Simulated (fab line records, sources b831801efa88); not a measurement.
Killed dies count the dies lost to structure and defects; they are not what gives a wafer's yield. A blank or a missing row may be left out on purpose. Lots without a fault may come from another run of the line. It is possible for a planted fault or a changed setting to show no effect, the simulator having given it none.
Chamber matching	flow gf180mcu	3 sister chambers for GF_SAB_CVD_00 on pecvd-03
The step deposits SiO2 from TEOS, target thk 50 nm, time 4.788 s. 6 wafers are shown with their chamber, then 7 later ones without.

== EACH WAFER AND ITS CHAMBER ==
wafer	chamber	heater power w (W)	rf fwd power W (W)
L530.5	1	708	587.9
L533.1	2	813	580.8
L537.3	2	703	585.5
L537.4	0	555	586.8
L547.4	0	651	587.0
L547.5	1	717	586.3

== WAFERS WHOSE CHAMBER IS MISSING ==
wafer	heater power w (W)	rf fwd power W (W)
L547.6	682	585.4
L550.3	606	584.5
L550.5	598	584.6
L550.6	595	584.9
L552.1	647	584.2
L552.2	710	590.5
L552.5	740	587.3

== THE CHAMBER EACH PASSED THROUGH ==
wafer	from the rows above	in truth
L547.6	can't be placed: 1 or 0 or 2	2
L550.3	can't be placed: 0 or 1 or 2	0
L550.5	can't be placed: 0 or 1 or 2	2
L550.6	can't be placed: 0 or 1 or 2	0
L552.1	can't be placed: 0 or 1 or 2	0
L552.2	can't be placed: 1 or 0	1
L552.5	can't be placed: 1 or 2 or 0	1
Correct placement for 0 of the 7. Unplaceable from these rows: 7, with the true chamber sitting among the candidates in 7. 0 placed wrongly.
How it was worked out, from the rows above alone: a wafer's distance from a chamber is the root of the sum, over the readings, of the square of ((its reading less the chamber's mean) divided by the reading's scatter). If the next closest chamber is less than 2 further off than the closest, the wafer can't be placed; otherwise it belongs to the closest. A chamber's mean is the mean of its shown wafers. How the scatter is found: for the shown wafers, subtract from each reading the mean of its chamber, square and add these, divide the total by (wafers less chambers), then take the root.
